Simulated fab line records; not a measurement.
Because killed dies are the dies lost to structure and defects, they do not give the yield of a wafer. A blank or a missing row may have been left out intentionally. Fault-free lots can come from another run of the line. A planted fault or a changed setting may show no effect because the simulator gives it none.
fab line records / flow gf180mcu
record lots=7 wafers=21 last_day=34
route steps=602 shown VT_IMPLANT@106
lots that met no fault: from a run of the same line without faults
start_h: hours from the record's opening day to when the first of the lot's shown wafers began / wait_h: hours from the lot's prior step to this one / " repeats the value in the row above / L1.1+2: a row that stands for several wafers / - no value, or no start was given / * or withheld: withheld / < > ~ a bound
route shown NAME@n: NAME is a module with steps in the file, n the number in the route of the first one / usual: average and standard deviation across the fault-free wafers / same: alike in all rows / chamber/n: place in a boat / sites: each site's reading / _std_site: their standard deviation / _edge_site: outer sites' mean less inner sites' / radius_mm: for every site, how far away it sits from the centre of the wafer / mask NAME#n: copy n / behind: the most recent tool/chamber to have shaped the wafer / hold: reason for holding the lot/hours on hold/outcome of the hold / device: whichever transistor did not switch (one of n, p or np) / end of line: at the end of the route, the tests of the same wafers / a step with no rows: only its recipe / killed: the dies lost at the first sort to structure and to defects; this is not the yield of the wafer / map: per-die view of a wafer (x killed, . not killed, _ where there is no die)
set.NAME: setting as actually run; set.NAME@STEP: the setting as run at that earlier step / model.NAME: the simulator's own value behind a step, which no gauge read
lots at selected steps of the route; one table per step, one row per wafer
services: a tool's chamber out of use, with start hour (start_h, from the record's first day; less than 0 if before it), hours out, and reason
## steps
# step GF_VT_IMPLANT_PEB_16
# recipe temp_c=withheld time_s=* resist=NOVOLAK
# step GF_VT_IMPLANT_DEVELOP_17
# recipe develop_time_s=60 dev_temp_c=23
# step GF_VT_IMPLANT_OVL_MEAS_18
# usual VT_IMPLANT_01_OVL=0.0/1.2
lot.wafer=L387.1 tool=overlay-02 chamber=- start_h=165.72 wait_h=0.1 VT_IMPLANT_01_OVL[nm]=0.5
lot.wafer=L387.2 tool=overlay-02 chamber=- start_h=165.72 wait_h=0.1 VT_IMPLANT_01_OVL[nm]=-0.7
lot.wafer=L387.4 tool=overlay-02 chamber=- start_h=165.72 wait_h=0.1 VT_IMPLANT_01_OVL[nm]=0.2
lot.wafer=L390.1 tool=overlay-01 chamber=- start_h=184.65 wait_h=0.1 VT_IMPLANT_01_OVL[nm]=-2.7
lot.wafer=L390.4 tool=overlay-01 chamber=- start_h=184.65 wait_h=0.1 VT_IMPLANT_01_OVL[nm]=-2.0
lot.wafer=L390.6 tool=overlay-01 chamber=- start_h=184.65 wait_h=0.1 VT_IMPLANT_01_OVL[nm]=-2.0
lot.wafer=L393.1 tool=overlay-02 chamber=- start_h=200.22 wait_h=0.1 VT_IMPLANT_01_OVL[nm]=-0.2
lot.wafer=L393.4 tool=overlay-02 chamber=- start_h=200.22 wait_h=0.1 VT_IMPLANT_01_OVL[nm]=-0.2
lot.wafer=L393.6 tool=overlay-02 chamber=- start_h=200.22 wait_h=0.1 VT_IMPLANT_01_OVL[nm]=0.3
lot.wafer=L394.1 tool=overlay-01 chamber=- start_h=212.85 wait_h=0.1 VT_IMPLANT_01_OVL[nm]=2.7
lot.wafer=L394.4 tool=overlay-01 chamber=- start_h=212.85 wait_h=0.1 VT_IMPLANT_01_OVL[nm]=1.9
lot.wafer=L394.6 tool=overlay-01 chamber=- start_h=212.85 wait_h=0.1 VT_IMPLANT_01_OVL[nm]=1.7
lot.wafer=L395.2 tool=overlay-02 chamber=- start_h=219.46 wait_h=0.1 VT_IMPLANT_01_OVL[nm]=1.3
lot.wafer=L395.4 tool=overlay-02 chamber=- start_h=219.46 wait_h=0.1 VT_IMPLANT_01_OVL[nm]=0.7
lot.wafer=L395.5 tool=overlay-02 chamber=- start_h=219.46 wait_h=0.1 VT_IMPLANT_01_OVL[nm]=0.4
lot.wafer=L402.4 tool=overlay-01 chamber=- start_h=267.17 wait_h=0.1 VT_IMPLANT_01_OVL[nm]=-2.7
lot.wafer=L402.5 tool=overlay-01 chamber=- start_h=267.17 wait_h=0.1 VT_IMPLANT_01_OVL[nm]=-2.6
lot.wafer=L402.6 tool=overlay-01 chamber=- start_h=267.17 wait_h=0.1 VT_IMPLANT_01_OVL[nm]=-0.5
lot.wafer=L404.2 tool=overlay-02 chamber=- start_h=273.68 wait_h=0.1 VT_IMPLANT_01_OVL[nm]=0.1
lot.wafer=L404.3 tool=overlay-02 chamber=- start_h=273.68 wait_h=0.1 VT_IMPLANT_01_OVL[nm]=0.6
lot.wafer=L404.4 tool=overlay-02 chamber=- start_h=273.68 wait_h=0.1 VT_IMPLANT_01_OVL[nm]=1.8
# step GF_VT_IMPLANT_IMPLANT_19
# recipe species=As energy_kev=100 dose_cm2=4.35e+12 tilt_deg=6.634
# step GF_VT_IMPLANT_STRIP_20
# recipe chemistry=O2/N2 power_w=1400 pressure_mtorr=1500 platen_temp_c=250 o2_flow_sccm=3000 n2_flow_sccm=300 overash_fraction=0.5
# usual drypump_motor_current_A=5.60/0.25 heater_power_w=336/23 oes_product_au=0.716/0.0047 strip_time_to_endpoint_s=12.63/0.042
lot.wafer=L387.1 tool=plasma_asher-04 chamber=1 start_h=165.90 wait_h=0.1 drypump_motor_current_A=5.43 heater_power_w=334 oes_product_au=0.718 rf_hours_counter_h=38 strip_time_to_endpoint_s=12.68
lot.wafer=L387.2 tool=plasma_asher-04 chamber=0 start_h=165.90 wait_h=0.1 drypump_motor_current_A=5.39 heater_power_w=322 oes_product_au=0.718 rf_hours_counter_h=38 strip_time_to_endpoint_s=12.63
lot.wafer=L387.4 tool=plasma_asher-04 chamber=0 start_h=165.90 wait_h=0.1 drypump_motor_current_A=5.39 heater_power_w=316 oes_product_au=0.722 rf_hours_counter_h=- strip_time_to_endpoint_s=12.64
lot.wafer=L390.1 tool=plasma_asher-03 chamber=0 start_h=184.84 wait_h=0.1 drypump_motor_current_A=5.53 heater_power_w=328 oes_product_au=0.716 rf_hours_counter_h=7 strip_time_to_endpoint_s=12.66
lot.wafer=L390.4 tool=plasma_asher-03 chamber=1 start_h=184.84 wait_h=0.1 drypump_motor_current_A=5.89 heater_power_w=377 oes_product_au=0.717 rf_hours_counter_h=- strip_time_to_endpoint_s=12.61
lot.wafer=L390.6 tool=plasma_asher-03 chamber=1 start_h=184.84 wait_h=0.1 drypump_motor_current_A=5.90 heater_power_w=384 oes_product_au=0.724 rf_hours_counter_h=- strip_time_to_endpoint_s=12.61
lot.wafer=L393.1 tool=plasma_asher-03 chamber=1 start_h=200.40 wait_h=0.1 drypump_motor_current_A=5.89 heater_power_w=371 oes_product_au=0.716 rf_hours_counter_h=9 strip_time_to_endpoint_s=12.63
lot.wafer=L393.4 tool=plasma_asher-03 chamber=1 start_h=200.40 wait_h=0.1 drypump_motor_current_A=5.89 heater_power_w=382 oes_product_au=0.719 rf_hours_counter_h=- strip_time_to_endpoint_s=12.61
lot.wafer=L393.6 tool=plasma_asher-03 chamber=0 start_h=200.40 wait_h=0.1 drypump_motor_current_A=5.52 heater_power_w=329 oes_product_au=0.723 rf_hours_counter_h=- strip_time_to_endpoint_s=12.62
lot.wafer=L394.1 tool=plasma_asher-03 chamber=0 start_h=213.04 wait_h=0.1 drypump_motor_current_A=5.52 heater_power_w=317 oes_product_au=0.706 rf_hours_counter_h=11 strip_time_to_endpoint_s=12.62
lot.wafer=L394.4 tool=plasma_asher-03 chamber=1 start_h=213.04 wait_h=0.1 drypump_motor_current_A=5.90 heater_power_w=376 oes_product_au=0.712 rf_hours_counter_h=- strip_time_to_endpoint_s=12.63
lot.wafer=L394.6 tool=plasma_asher-03 chamber=1 start_h=213.04 wait_h=0.1 drypump_motor_current_A=5.89 heater_power_w=373 oes_product_au=0.724 rf_hours_counter_h=- strip_time_to_endpoint_s=12.63
lot.wafer=L395.2 tool=plasma_asher-04 chamber=0 start_h=219.64 wait_h=0.1 drypump_motor_current_A=5.39 heater_power_w=307 oes_product_au=0.721 rf_hours_counter_h=42 strip_time_to_endpoint_s=12.62
lot.wafer=L395.4 tool=plasma_asher-04 chamber=1 start_h=219.64 wait_h=0.1 drypump_motor_current_A=5.44 heater_power_w=335 oes_product_au=0.723 rf_hours_counter_h=- strip_time_to_endpoint_s=12.60
lot.wafer=L395.5 tool=plasma_asher-04 chamber=1 start_h=219.64 wait_h=0.1 drypump_motor_current_A=5.46 heater_power_w=340 oes_product_au=0.723 rf_hours_counter_h=- strip_time_to_endpoint_s=12.59
lot.wafer=L402.4 tool=plasma_asher-03 chamber=1 start_h=267.37 wait_h=0.1 drypump_motor_current_A=5.88 heater_power_w=372 oes_product_au=0.719 rf_hours_counter_h=- strip_time_to_endpoint_s=12.68
lot.wafer=L402.5 tool=plasma_asher-03 chamber=0 start_h=267.37 wait_h=0.1 drypump_motor_current_A=5.54 heater_power_w=319 oes_product_au=0.713 rf_hours_counter_h=- strip_time_to_endpoint_s=12.68
lot.wafer=L402.6 tool=plasma_asher-03 chamber=1 start_h=267.37 wait_h=0.1 drypump_motor_current_A=5.89 heater_power_w=378 oes_product_au=0.714 rf_hours_counter_h=- strip_time_to_endpoint_s=12.67
lot.wafer=L404.2 tool=plasma_asher-03 chamber=1 start_h=273.86 wait_h=0.1 drypump_motor_current_A=5.88 heater_power_w=375 oes_product_au=0.720 rf_hours_counter_h=17 strip_time_to_endpoint_s=12.58
lot.wafer=L404.3 tool=plasma_asher-03 chamber=1 start_h=273.86 wait_h=0.1 drypump_motor_current_A=5.88 heater_power_w=365 oes_product_au=0.720 rf_hours_counter_h=- strip_time_to_endpoint_s=12.63
lot.wafer=L404.4 tool=plasma_asher-03 chamber=0 start_h=273.86 wait_h=0.1 drypump_motor_current_A=5.51 heater_power_w=325 oes_product_au=0.711 rf_hours_counter_h=- strip_time_to_endpoint_s=12.65
# step GF_VT_IMPLANT_TW_MEAS_21
# usual VT_IMPLANT_2_TW=1211/12
lot.wafer=L387.1 tool=film_metro-04 chamber=- start_h=166.00 wait_h=0.1 VT_IMPLANT_2_TW=1215
lot.wafer=L387.2 tool=film_metro-04 chamber=- start_h=166.00 wait_h=0.1 VT_IMPLANT_2_TW=1218
lot.wafer=L387.4 tool=film_metro-04 chamber=- start_h=166.00 wait_h=0.1 VT_IMPLANT_2_TW=1210
lot.wafer=L390.1 tool=film_metro-02 chamber=- start_h=184.94 wait_h=0.1 VT_IMPLANT_2_TW=1189
lot.wafer=L390.4 tool=film_metro-02 chamber=- start_h=184.94 wait_h=0.1 VT_IMPLANT_2_TW=1198
lot.wafer=L390.6 tool=film_metro-02 chamber=- start_h=184.94 wait_h=0.1 VT_IMPLANT_2_TW=1189
lot.wafer=L393.1 tool=film_metro-04 chamber=- start_h=200.50 wait_h=0.1 VT_IMPLANT_2_TW=1226
lot.wafer=L393.4 tool=film_metro-04 chamber=- start_h=200.50 wait_h=0.1 VT_IMPLANT_2_TW=1225
lot.wafer=L393.6 tool=film_metro-04 chamber=- start_h=200.50 wait_h=0.1 VT_IMPLANT_2_TW=1225
lot.wafer=L394.1 tool=film_metro-02 chamber=- start_h=213.14 wait_h=0.1 VT_IMPLANT_2_TW=1201
lot.wafer=L394.4 tool=film_metro-02 chamber=- start_h=213.14 wait_h=0.1 VT_IMPLANT_2_TW=1204
lot.wafer=L394.6 tool=film_metro-02 chamber=- start_h=213.14 wait_h=0.1 VT_IMPLANT_2_TW=1206
lot.wafer=L395.2 tool=film_metro-01 chamber=- start_h=219.75 wait_h=0.1 VT_IMPLANT_2_TW=1222
lot.wafer=L395.4 tool=film_metro-01 chamber=- start_h=219.75 wait_h=0.1 VT_IMPLANT_2_TW=1225
lot.wafer=L395.5 tool=film_metro-01 chamber=- start_h=219.75 wait_h=0.1 VT_IMPLANT_2_TW=1218
lot.wafer=L402.4 tool=film_metro-01 chamber=- start_h=267.47 wait_h=0.1 VT_IMPLANT_2_TW=1225
lot.wafer=L402.5 tool=film_metro-01 chamber=- start_h=267.47 wait_h=0.1 VT_IMPLANT_2_TW=1225
lot.wafer=L402.6 tool=film_metro-01 chamber=- start_h=267.47 wait_h=0.1 VT_IMPLANT_2_TW=1229
lot.wafer=L404.2 tool=film_metro-02 chamber=- start_h=273.97 wait_h=0.1 VT_IMPLANT_2_TW=1193
lot.wafer=L404.3 tool=film_metro-02 chamber=- start_h=273.97 wait_h=0.1 VT_IMPLANT_2_TW=1198
lot.wafer=L404.4 tool=film_metro-02 chamber=- start_h=273.97 wait_h=0.1 VT_IMPLANT_2_TW=1196
# step GF_VT_IMPLANT_DEHYDRATE_22
# recipe temp_c=200 time_s=60
# step GF_VT_IMPLANT_HMDS_23
# recipe prime_time_s=60 prime_temp_c=120
# step GF_VT_IMPLANT_COAT_24
# recipe resist=NOVOLAK spin_rpm=3000 resist_thk_nm=1000
# step GF_VT_IMPLANT_SOFTBAKE_25
# recipe temp_c=90 time_s=60 resist=NOVOLAK
# step GF_VT_IMPLANT_EXPOSE_26
# recipe mask_id=LVPWELL_HV_AREA target_cd_nm=860 na=0.6 source_shape=conventional sigma_outer=0.6 dose_mj=140
# step GF_VT_IMPLANT_PEB_27
# recipe temp_c=withheld time_s=* resist=NOVOLAK
# step GF_VT_IMPLANT_DEVELOP_28
# recipe develop_time_s=60 dev_temp_c=23
# usual chill_plate_temp_C=22.99/0.1 develop_time_s=60/0 resist_line_temp_C=23.01/0.099
lot.wafer=L387.1 tool=litho_track-03 chamber=0 start_h=182.27 wait_h=0.1 chill_plate_temp_C=22.93 develop_time_s=60 resist_line_temp_C=23.16
lot.wafer=L387.2 tool=litho_track-03 chamber=0 start_h=182.27 wait_h=0.1 chill_plate_temp_C=23.11 develop_time_s=60 resist_line_temp_C=22.93
lot.wafer=L387.4 tool=litho_track-03 chamber=0 start_h=182.27 wait_h=0.1 chill_plate_temp_C=22.89 develop_time_s=60 resist_line_temp_C=23.05
lot.wafer=L390.1 tool=litho_track-01 chamber=0 start_h=201.90 wait_h=0.1 chill_plate_temp_C=22.89 develop_time_s=60 resist_line_temp_C=23.02
lot.wafer=L390.4 tool=litho_track-01 chamber=0 start_h=201.90 wait_h=0.1 chill_plate_temp_C=22.92 develop_time_s=60 resist_line_temp_C=23.12
lot.wafer=L390.6 tool=litho_track-01 chamber=0 start_h=201.90 wait_h=0.1 chill_plate_temp_C=22.86 develop_time_s=60 resist_line_temp_C=22.95
lot.wafer=L393.1 tool=litho_track-03 chamber=- start_h=217.47 wait_h=0.1 chill_plate_temp_C=- develop_time_s=- resist_line_temp_C=-
lot.wafer=L393.4 tool=litho_track-03 chamber=- start_h=217.47 wait_h=0.1 chill_plate_temp_C=- develop_time_s=- resist_line_temp_C=-
lot.wafer=L393.6 tool=litho_track-03 chamber=- start_h=217.47 wait_h=0.1 chill_plate_temp_C=- develop_time_s=- resist_line_temp_C=-
lot.wafer=L394.1 tool=litho_track-02 chamber=- start_h=230.23 wait_h=0.1 chill_plate_temp_C=- develop_time_s=- resist_line_temp_C=-
lot.wafer=L394.4 tool=litho_track-02 chamber=- start_h=230.23 wait_h=0.1 chill_plate_temp_C=- develop_time_s=- resist_line_temp_C=-
lot.wafer=L394.6 tool=litho_track-02 chamber=- start_h=230.23 wait_h=0.1 chill_plate_temp_C=- develop_time_s=- resist_line_temp_C=-
lot.wafer=L395.2 tool=litho_track-01 chamber=- start_h=237.67 wait_h=0.1 chill_plate_temp_C=- develop_time_s=- resist_line_temp_C=-
lot.wafer=L395.4 tool=litho_track-01 chamber=- start_h=237.67 wait_h=0.1 chill_plate_temp_C=- develop_time_s=- resist_line_temp_C=-
lot.wafer=L395.5 tool=litho_track-01 chamber=- start_h=237.67 wait_h=0.1 chill_plate_temp_C=- develop_time_s=- resist_line_temp_C=-
lot.wafer=L402.4 tool=litho_track-02 chamber=0 start_h=286.90 wait_h=0.1 chill_plate_temp_C=23.09 develop_time_s=60 resist_line_temp_C=22.82
lot.wafer=L402.5 tool=litho_track-02 chamber=0 start_h=286.90 wait_h=0.1 chill_plate_temp_C=23.10 develop_time_s=60 resist_line_temp_C=22.87
lot.wafer=L402.6 tool=litho_track-02 chamber=0 start_h=286.90 wait_h=0.1 chill_plate_temp_C=23.11 develop_time_s=60 resist_line_temp_C=22.93
lot.wafer=L404.2 tool=litho_track-01 chamber=0 start_h=293.32 wait_h=0.1 chill_plate_temp_C=22.95 develop_time_s=60 resist_line_temp_C=23.01
lot.wafer=L404.3 tool=litho_track-01 chamber=0 start_h=293.32 wait_h=0.1 chill_plate_temp_C=22.84 develop_time_s=60 resist_line_temp_C=23.07
lot.wafer=L404.4 tool=litho_track-01 chamber=0 start_h=293.32 wait_h=0.1 chill_plate_temp_C=22.93 develop_time_s=60 resist_line_temp_C=23.10
# step GF_VT_IMPLANT_OVL_MEAS_29
# usual VT_IMPLANT_02_OVL=0.2/1.5
lot.wafer=L387.1 tool=overlay-02 chamber=- start_h=182.42 wait_h=0.1 VT_IMPLANT_02_OVL[nm]=-0.7
lot.wafer=L387.2 tool=overlay-02 chamber=- start_h=182.42 wait_h=0.1 VT_IMPLANT_02_OVL[nm]=-1.7
lot.wafer=L387.4 tool=overlay-02 chamber=- start_h=182.42 wait_h=0.1 VT_IMPLANT_02_OVL[nm]=1.9
lot.wafer=L390.1 tool=overlay-01 chamber=- start_h=202.05 wait_h=0.1 VT_IMPLANT_02_OVL[nm]=-1.2
lot.wafer=L390.4 tool=overlay-01 chamber=- start_h=202.05 wait_h=0.1 VT_IMPLANT_02_OVL[nm]=0.0
lot.wafer=L390.6 tool=overlay-01 chamber=- start_h=202.05 wait_h=0.1 VT_IMPLANT_02_OVL[nm]=-0.9
lot.wafer=L393.1 tool=overlay-02 chamber=- start_h=217.62 wait_h=0.1 VT_IMPLANT_02_OVL[nm]=-
lot.wafer=L393.4 tool=overlay-02 chamber=- start_h=217.62 wait_h=0.1 VT_IMPLANT_02_OVL[nm]=-
lot.wafer=L393.6 tool=overlay-02 chamber=- start_h=217.62 wait_h=0.1 VT_IMPLANT_02_OVL[nm]=-
lot.wafer=L394.1 tool=overlay-01 chamber=- start_h=230.40 wait_h=0.2 VT_IMPLANT_02_OVL[nm]=-
lot.wafer=L394.4 tool=overlay-01 chamber=- start_h=230.40 wait_h=0.2 VT_IMPLANT_02_OVL[nm]=-
lot.wafer=L394.6 tool=overlay-01 chamber=- start_h=230.40 wait_h=0.2 VT_IMPLANT_02_OVL[nm]=-
lot.wafer=L395.2 tool=overlay-01 chamber=- start_h=237.81 wait_h=0.1 VT_IMPLANT_02_OVL[nm]=-
lot.wafer=L395.4 tool=overlay-01 chamber=- start_h=237.81 wait_h=0.1 VT_IMPLANT_02_OVL[nm]=-
lot.wafer=L395.5 tool=overlay-01 chamber=- start_h=237.81 wait_h=0.1 VT_IMPLANT_02_OVL[nm]=-
lot.wafer=L402.4 tool=overlay-01 chamber=- start_h=286.99 wait_h=0.1 VT_IMPLANT_02_OVL[nm]=1.8
lot.wafer=L402.5 tool=overlay-01 chamber=- start_h=286.99 wait_h=0.1 VT_IMPLANT_02_OVL[nm]=2.0
lot.wafer=L402.6 tool=overlay-01 chamber=- start_h=286.99 wait_h=0.1 VT_IMPLANT_02_OVL[nm]=2.6
lot.wafer=L404.2 tool=overlay-01 chamber=- start_h=293.45 wait_h=0.1 VT_IMPLANT_02_OVL[nm]=2.0
lot.wafer=L404.3 tool=overlay-01 chamber=- start_h=293.45 wait_h=0.1 VT_IMPLANT_02_OVL[nm]=2.4
lot.wafer=L404.4 tool=overlay-01 chamber=- start_h=293.45 wait_h=0.1 VT_IMPLANT_02_OVL[nm]=2.7
## services
tool=plasma_asher-04 chamber=- start_h=191.48 hours=7.8 kind=repair
## key
first_sign step=GF_VT_IMPLANT_DEVELOP_28 reading=tool_record direction=missing
effect none on later readings
met_at GF_VT_IMPLANT_DEVELOP_28
struck_wafers L393.1,L393.4,L393.6,L394.1,L394.4,L394.6,L395.2,L395.4,L395.5
later_rows_left_out L393.1,L393.4,L393.6,L394.1,L394.4,L394.6,L395.2,L395.4,L395.5
sort_left_out L393.1,L393.4,L393.6,L394.1,L394.4,L394.6,L395.2,L395.4,L395.5
tester_left_out L393,L394,L395
onset_between 201.90 217.47
fault kind=skipped_step_whole tool=litho_track-01,litho_track-02,litho_track-03 chamber=- onset_h=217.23 steps=GF_VT_IMPLANT_DEVELOP_28 scope=struck_lots_only
# tester_left_out: of these lots the tester's yield and bins aren't shown, on N5 and GAA mostly nor the transistor test; their killed dies are dies lost to structure and defects alone, not to doping, threshold or leakage, so they don't give the yield
# sort_left_out: the simulated sort isn't trusted on such a fault, so these wafers' sort isn't shown, and their yield isn't known
# later_rows_left_out: the simulator's readings of these wafers behind a module that went badly wrong aren't trusted and aren't shown, but for the sort
